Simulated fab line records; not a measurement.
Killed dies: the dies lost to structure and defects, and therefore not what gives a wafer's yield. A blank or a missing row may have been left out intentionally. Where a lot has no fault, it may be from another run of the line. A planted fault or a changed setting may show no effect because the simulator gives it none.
fab line records	flow sky130
[record] lots = 14	wafers = 42	last-day = 50
route steps=708 shown LOCAL_INTERCONNECT@398 CONTACT@420 METAL1@434
lots untouched by any fault: they come from a run of this same line in which no faults occurred
start-h: the number of hours between the record's first day and the start of the first shown wafer of the lot	wait-h: time in hours since the lot's previous step	" identical to the entry in the row above	L1.1+2: a row that stands for several wafers	- no value, or no start given	* or withheld: withheld	< > ~ a bound
route shown NAME@n: names a module that has steps shown in the file, with the first one's number in the route	usual: mean and standard deviation over wafers with no fault	same: alike in all rows	chamber/n: place in a boat	sites: the reading at each site	_std_site: the standard deviation of these	_edge_site: mean of outer sites minus mean of inner sites	radius-mm: how far each site lies from the wafer's centre	mask NAME#n: copy n	behind: tool/chamber where the wafer was last shaped	hold: why the lot went on hold/how many hours it stayed there/how the hold came to an end	device: transistor that didn't switch, given as n, p or np	end of line: at the end of the route, the tests of the same wafers	for a step that has no rows: nothing shown but its recipe	killed: at the first sort, the dies lost to defects and structure; wafer yield is something else	map: dies across one wafer; x = killed, . = not, _ = none there
set.NAME: the setting that was run; set.NAME@STEP: the one run at that earlier step	model.NAME: the simulator's own value behind a step, which no gauge read
steps of the route over a sample of lots; a table a step, a row a wafer
services: when a tool's chamber went out of use (start-h, in hours from the record's first day, below 0 if earlier), for how many hours, and the reason
[[steps]]
[step SKY_LOCAL_INTERCONNECT_CD_MEAS_11]
[recipe] target-cd-nm = 170
[usual] cd-nm = 169.7/1.8
lot.wafer	tool	chamber	start-h	wait-h	cd-nm
L383.1	cd-sem-02	-	720.97	-	168.0
L383.4	"	-	"	"	169.7
L383.5	"	-	"	"	168.1
L384.2	cd-sem-02	-	724.67	-	171.6
L384.3	"	-	"	"	170.0
L384.6	"	-	"	"	169.6
L385.1	cd-sem-02	-	729.69	-	171.2
L385.2	"	-	"	"	170.2
L385.3	"	-	"	"	169.9
L387.2	cd-sem-02	-	745.46	-	167.3
L387.3	"	-	"	"	167.7
L387.5	"	-	"	"	169.2
L389.1	cd-sem-02	-	759.64	-	167.6
L389.2	"	-	"	"	167.9
L389.4	"	-	"	"	168.3
L390.3	cd-sem-01	-	770.78	-	164.8
L390.4	"	-	"	"	166.8
L390.6	"	-	"	"	167.3
L391.2	cd-sem-01	-	775.62	-	169.6
L391.4	"	-	"	"	171.1
L391.6	"	-	"	"	171.6
L392.1	cd-sem-02	-	796.09	-	171.9
L392.4	"	-	"	"	171.4
L392.6	"	-	"	"	170.6
L393.1	cd-sem-01	-	797.25	-	169.0
L393.2	"	-	"	"	169.3
L393.4	"	-	"	"	169.0
L400.1	cd-sem-01	-	846.69	-	167.7
L400.3	"	-	"	"	168.1
L400.6	"	-	"	"	169.6
L401.1	cd-sem-01	-	850.80	-	169.5
L401.2	"	-	"	"	170.4
L401.6	"	-	"	"	169.6
L404.1	cd-sem-02	-	867.29	-	169.3
L404.3	"	-	"	"	170.8
L404.4	"	-	"	"	169.4
L406.1	cd-sem-02	-	891.29	-	171.2
L406.3	"	-	"	"	173.5
L406.6	"	-	"	"	172.6
L405.4	cd-sem-01	-	894.25	-	169.7
L405.5	"	-	"	"	170.8
L405.6	"	-	"	"	173.1
[step SKY_LOCAL_INTERCONNECT_ETCH_13]
[recipe] chemistry = N2/H2	target = BARC	ion-energy-ev = 200	bias-w = 100	pressure-mtorr = 30	n2-flow-sccm = 100	h2-flow-sccm = 200	icp-w = 500	stop-on = SiO2	time-s = 45.9	target-depth-a = 600
[usual] drypump-motor-current-A = 5.6/0.59	oes-product-au = 0.855/0.0047	throttle-valve-pct = 13.225/0.0086
lot.wafer	tool	chamber	start-h	wait-h	drypump-motor-current-A	oes-product-au	rf-hours-counter-h	throttle-valve-pct
L383.1	rie-metal-01	1	721.13	0.0	4.8	0.850	11	13.220
L383.4	"	1	"	"	4.9	0.845	-	13.225
L383.5	"	0	"	"	5.4	0.853	-	13.218
L384.2	rie-metal-01	0	724.81	0.0	5.3	0.861	5	13.218
L384.3	"	1	"	"	4.8	0.856	-	13.227
L384.6	"	0	"	"	5.3	0.857	-	13.228
L385.1	rie-metal-02	0	729.84	0.0	6.5	0.857	8	13.206
L385.2	"	1	"	"	5.0	0.857	12	13.214
L385.3	"	0	"	"	6.5	0.863	-	13.229
L387.2	rie-metal-02	1	745.59	0.0	5.0	0.861	13	13.226
L387.3	"	0	"	"	6.5	0.862	-	13.234
L387.5	"	0	"	"	6.5	0.855	-	13.240
L389.1	rie-metal-01	0	759.79	0.0	5.3	0.860	6	13.216
L389.2	"	1	"	"	4.8	0.855	12	13.211
L389.4	"	0	"	"	5.3	0.865	-	13.212
L390.3	rie-metal-02	0	770.91	0.0	6.5	0.856	-	13.213
L390.4	"	1	"	"	5.0	0.854	-	13.206
L390.6	"	0	"	"	6.5	0.861	-	13.224
L391.2	rie-metal-01	1	775.76	0.0	4.8	0.853	13	13.216
L391.4	"	1	"	"	4.8	0.858	-	13.224
L391.6	"	0	"	"	5.4	0.855	-	13.228
L392.1	rie-metal-03	0	796.24	0.0	6.1	0.852	3	13.231
L392.4	"	0	"	"	6.1	0.862	-	13.224
L392.6	"	0	"	"	6.1	0.859	-	13.225
L393.1	rie-metal-03	0	797.41	0.0	6.1	0.854	3	13.238
L393.2	"	0	"	"	6.1	0.852	-	13.214
L393.4	"	0	"	"	6.0	0.853	-	13.224
L400.1	rie-metal-02	1	846.84	0.0	5.0	0.850	17	13.225
L400.3	"	1	"	"	5.0	0.854	-	13.219
L400.6	"	0	"	"	6.5	0.851	-	13.222
L401.1	rie-metal-03	1	850.96	0.0	5.6	0.861	2	13.222
L401.2	"	0	"	"	6.1	0.860	5	13.241
L401.6	"	0	"	"	6.0	0.854	-	13.236
L404.1	rie-metal-02	1	867.44	0.0	5.0	0.848	18	13.230
L404.3	"	1	"	"	5.0	0.853	-	13.217
L404.4	"	0	"	"	6.5	0.853	-	13.243
L406.1	rie-metal-03	1	891.44	0.0	5.6	0.853	4	13.227
L406.3	"	0	"	"	6.1	0.852	-	13.236
L406.6	"	0	"	"	6.1	0.853	-	13.215
L405.4	rie-metal-03	1	894.37	0.0	5.6	0.861	-	13.231
L405.5	"	1	"	"	5.6	0.852	-	13.222
L405.6	"	0	"	"	6.1	0.844	-	13.220
[step SKY_CONTACT_CD_MEAS_14]
[recipe] target-cd-nm = 170
[usual] cd-nm = 170.0/1.6
lot.wafer	tool	chamber	start-h	wait-h	cd-nm
L383.1	cd-sem-02	-	750.75	-	171.1
L383.4	"	-	"	"	171.1
L383.5	"	-	"	"	169.9
L384.2	cd-sem-02	-	753.72	-	170.2
L384.3	"	-	"	"	169.5
L384.6	"	-	"	"	169.4
L385.1	cd-sem-01	-	759.25	-	170.9
L385.2	"	-	"	"	171.4
L385.3	"	-	"	"	170.6
L387.2	cd-sem-01	-	776.46	-	170.3
L387.3	"	-	"	"	169.4
L387.5	"	-	"	"	169.6
L389.1	cd-sem-01	-	788.32	-	169.6
L389.2	"	-	"	"	170.2
L389.4	"	-	"	"	170.0
L390.3	cd-sem-01	-	798.98	-	169.5
L390.4	"	-	"	"	169.0
L390.6	"	-	"	"	171.7
L391.2	cd-sem-01	-	802.87	-	174.4
L391.4	"	-	"	"	173.3
L391.6	"	-	"	"	171.6
L392.1	cd-sem-01	-	824.17	-	171.6
L392.4	"	-	"	"	170.6
L392.6	"	-	"	"	170.9
L393.1	cd-sem-01	-	826.14	-	169.6
L393.2	"	-	"	"	170.7
L393.4	"	-	"	"	171.7
L400.1	cd-sem-01	-	874.00	-	170.2
L400.3	"	-	"	"	167.8
L400.6	"	-	"	"	168.8
L401.1	cd-sem-02	-	878.14	-	170.6
L401.2	"	-	"	"	170.7
L401.6	"	-	"	"	170.7
L404.1	cd-sem-02	-	894.98	-	169.5
L404.3	"	-	"	"	169.8
L404.4	"	-	"	"	169.0
L406.1	cd-sem-02	-	918.00	-	167.9
L406.3	"	-	"	"	169.5
L406.6	"	-	"	"	167.4
L405.4	cd-sem-01	-	921.18	-	169.1
L405.5	"	-	"	"	169.9
L405.6	"	-	"	"	168.6
[step SKY_METAL1_SPUTTER_00]
[recipe] material = Ti	target-thk-nm = 15	power-w = 3000	time-s = 10	chamber-pressure-pa = 0.4
[usual] cathode-dc-power-W = 3000.0/0.58	chamber-pressure-pa = 0.4002/0.00083	throttle-valve-pct = 29.7/0.86
lot.wafer	tool	chamber	start-h	wait-h	cathode-dc-power-W	chamber-pressure-pa	throttle-valve-pct
L383.1	pvd-sputter-02	-	752.33	0.2	2999.2	0.3996	31.4
L383.4	"	-	"	"	2998.9	0.3989	30.6
L383.5	"	-	"	"	2999.4	0.3999	28.4
L384.2	pvd-sputter-02	-	755.28	0.2	3001.3	0.3990	30.5
L384.3	"	-	"	"	3000.6	0.4014	30.0
L384.6	"	-	"	"	2999.8	0.3984	30.5
L385.1	pvd-sputter-01	-	760.85	0.1	2999.6	0.4003	30.2
L385.2	"	-	"	"	3000.5	0.3996	30.1
L385.3	"	-	"	"	2999.7	0.3999	30.5
L387.2	pvd-sputter-01	-	777.97	0.1	3000.2	0.3995	30.1
L387.3	"	-	"	"	3000.2	0.3993	28.3
L387.5	"	-	"	"	2999.8	0.4011	28.5
L389.1	pvd-sputter-01	-	789.88	0.3	3000.5	0.4005	30.1
L389.2	"	-	"	"	2999.8	0.3984	30.2
L389.4	"	-	"	"	3001.2	0.4003	28.5
L390.3	pvd-sputter-02	-	800.47	0.1	3000.3	0.4008	28.3
L390.4	"	-	"	"	2999.4	0.3999	29.9
L390.6	"	-	"	"	3000.9	0.3998	31.3
L391.2	pvd-sputter-01	-	804.38	0.2	3000.9	0.4002	28.5
L391.4	"	-	"	"	2998.8	0.4013	30.0
L391.6	"	-	"	"	2999.8	0.4003	28.5
L392.1	pvd-sputter-01	-	825.71	0.2	3000.4	0.4011	29.9
L392.4	"	-	"	"	2999.7	0.4005	30.3
L392.6	"	-	"	"	3000.3	0.3995	30.3
L393.1	pvd-sputter-03	-	827.71	0.2	3000.4	0.3995	28.8
L393.2	"	-	"	"	2999.9	0.3997	29.5
L393.4	"	-	"	"	3000.1	0.4014	29.3
L400.1	pvd-sputter-02	-	875.97	0.1	-	-	-
L400.3	"	-	"	"	-	-	-
L400.6	"	-	"	"	-	-	-
L401.1	pvd-sputter-01	-	879.67	0.1	-	-	-
L401.2	"	-	"	"	-	-	-
L401.6	"	-	"	"	-	-	-
L404.1	pvd-sputter-03	-	896.51	0.2	2999.7	0.3998	29.7
L404.3	"	-	"	"	2999.1	0.4015	29.0
L404.4	"	-	"	"	2999.6	0.3997	29.2
L406.1	pvd-sputter-03	-	919.53	0.2	3000.2	0.4000	29.1
L406.3	"	-	"	"	2999.7	0.4019	28.9
L406.6	"	-	"	"	2999.8	0.4015	29.0
L405.4	pvd-sputter-01	-	922.67	0.1	3000.4	0.4010	28.7
L405.5	"	-	"	"	3001.4	0.4016	30.0
L405.6	"	-	"	"	2999.9	0.4006	28.6
[[services]]
tool	chamber	start-h	hours	kind
rie-metal-03	-	716.92	1.0	repair
rie-metal-03	-	722.04	14.6	pm
rie-metal-02	-	726.25	0.2	repair
pvd-sputter-03	-	739.55	0.7	repair
rie-metal-03	-	759.02	0.3	repair
pvd-sputter-02	-	760.02	3.3	repair
rie-metal-03	1	784.03	-	clean
rie-metal-03	1	784.03	21.3	scheduled-down
rie-metal-03	1	784.03	21.3	vent-cycle
pvd-sputter-02	-	794.62	0.8	repair
pvd-sputter-01	-	797.49	3.7	repair
pvd-sputter-03	-	806.48	2.3	repair
rie-metal-01	0	840.21	6.9	repair
pvd-sputter-01	-	850.02	2.4	repair
rie-metal-01	-	862.55	14.6	pm
rie-metal-01	1	877.15	-	clean
rie-metal-01	1	877.15	22.3	scheduled-down
rie-metal-01	1	877.15	22.3	vent-cycle
rie-metal-02	1	881.89	-	clean
rie-metal-02	1	881.89	20.7	scheduled-down
rie-metal-02	1	881.89	20.7	vent-cycle
[[key]]
[first-sign] step = SKY_METAL1_SPUTTER_00	reading = tool-record	direction = missing
effect none on later readings
met-at SKY_METAL1_SPUTTER_00
struck-lots L400,L401
later-rows-left-out L400.1,L400.3,L400.6,L401.1,L401.2,L401.6
sort-left-out L400.1,L400.3,L400.6,L401.1,L401.2,L401.6
not-acting-at SKY_LOCAL_INTERCONNECT_CD_MEAS_11,SKY_LOCAL_INTERCONNECT_ETCH_13,SKY_CONTACT_CD_MEAS_14
onset-between 825.71 875.97
[fault] kind = skipped-step-whole	tool = pvd-sputter-01,pvd-sputter-02	chamber = -	onset-h = 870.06	steps = SKY_METAL1_SPUTTER_00	scope = struck-lots-only
// sort-left-out: the simulated sort isn't trusted on such a fault, so these wafers' sort isn't shown, and their yield isn't known
// later-rows-left-out: the simulator's readings of these wafers behind a module that went badly wrong aren't trusted and aren't shown, but for the sort
